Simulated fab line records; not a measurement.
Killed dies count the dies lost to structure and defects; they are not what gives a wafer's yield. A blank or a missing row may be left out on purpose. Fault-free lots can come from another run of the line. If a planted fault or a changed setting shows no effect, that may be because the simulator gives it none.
A lot that was struck, set against a sound lot || flow sky130 || 15 steps out of a route of 708
Sound: these wafers, L143.4, L143.5, L143.6. Struck: wafer L162.3. (L162.1, L162.4 of the same lot were not struck and are left out.) The cause comes at the end.
Order at every step that has rows: each side's tool, ch and its chambers, its first start. Under that, the readings that differ: sound wafers || struck wafers || difference of the means || sigmas: that difference in standard deviations of wafers without a fault.
alike: a reading whose means differ by less than 2 such deviations, as well as words and numbers matching on both sides. not compared: withheld readings; readings where some wafer has no value; bounds like >300 that might hide an equal value; numbers whose values overlap and for which the record gives no deviation.
A row with sigmas, a row that says differs or no value, or rows on one side alone: a step with any of these is where the two part. Numbers that have no deviation but don't overlap get no sigmas and don't part them. A reading missing from all wafers of one side parts the sides only when that side holds two or more wafers.

first, 5 steps without rows for these wafers: SKY_VIA2_STRIP_16 (strips in O2/N2); SKY_VIA2_STRIP_17 (strips in post etch residue remover, time 1200 s); SKY_VIA2_CLEAN_18 (cleans in IPA, time 180 s); SKY_VIA2_CLEAN_19 (cleans in O3/DIW); SKY_VIA2_SPUTTER_20 (material TiN, target thk 20 nm, time 80 s).
SKY_VIA2_CVD_21: deposits W, target thk 420 nm, time 126.4 s.
  sound on cvd-w-02 ch 0,1, day 37 11:26; struck on cvd-w-02 ch 0, day 42 12:34
  alike: heater-power-w
SKY_VIA2_RS_MEAS_22: the measuring method here is four-point-probe.
  struck on film-metro-04, day 42 12:42; sound on film-metro-02, day 37 11:35
{"reading": "VIA2_W_RS (ohm/sq)", "sound": "0.2724 0.2713 0.2754", "struck": 0.2775, "difference": "+0.0045", "sigmas": "+2"}
SKY_VIA2_THK_MEAS_23: measures by xrf.
  struck on film-metro-04, day 42 12:49; sound on film-metro-02, day 37 11:41
  alike: VIA2_W_THK
SKY_VIA2_CMP_24: polishes, stops on SiO2, t overpolish 20 s, target thk 0 nm.
  sound on cmp-02 ch 0,1,2, day 37 11:53; struck on cmp-01 ch 2, day 42 13:28
  alike: motor-current-A, overpolish-run-s, slurry-flow-ml-min, time-to-endpoint-s
SKY_METAL3_SPUTTER_00: material Ti, target thk 15 nm, time 10 s.
  struck on pvd-sputter-04, day 42 13:46; sound on pvd-sputter-04, day 37 12:03
  alike: throttle-valve-pct
SKY_METAL3_SPUTTER_01: material TiN, target thk 20 nm, time 16.7 s.
  struck on pvd-sputter-04, day 42 13:47; sound on pvd-sputter-04, day 37 12:05
  alike: throttle-valve-pct
SKY_METAL3_SPUTTER_02: material AlCu, target thk 735 nm, time 39.1 s.
  struck on pvd-sputter-04, day 42 13:48; sound on pvd-sputter-04, day 37 12:06
  alike: throttle-valve-pct
SKY_METAL3_SPUTTER_03: material Ti, target thk 5 nm, time 3.3 s.
  struck on pvd-sputter-04, day 42 13:50; sound on pvd-sputter-04, day 37 12:08
{"reading": "model.Ti_of_METAL3_SPUTTER_03.thk-nm (nm)", "sound": "4.927 4.956 5.007", "struck": 5.295, "difference": "+0.332", "sigmas": ""}
  alike: throttle-valve-pct
then, 1 step without rows for these wafers: SKY_METAL3_SPUTTER_04 (material TiN, target thk 70 nm, time 58.3 s).
SKY_PAD_OPEN_PROBE_99:
  rows exist in the record for the sound wafers here (prober-02, day 46 17:10), none for the struck ones

## WHERE THEY PART
Earliest at SKY_VIA2_RS_MEAS_22; latest, in this record, at SKY_PAD_OPEN_PROBE_99.

WHY: whatever the simulator had introduced
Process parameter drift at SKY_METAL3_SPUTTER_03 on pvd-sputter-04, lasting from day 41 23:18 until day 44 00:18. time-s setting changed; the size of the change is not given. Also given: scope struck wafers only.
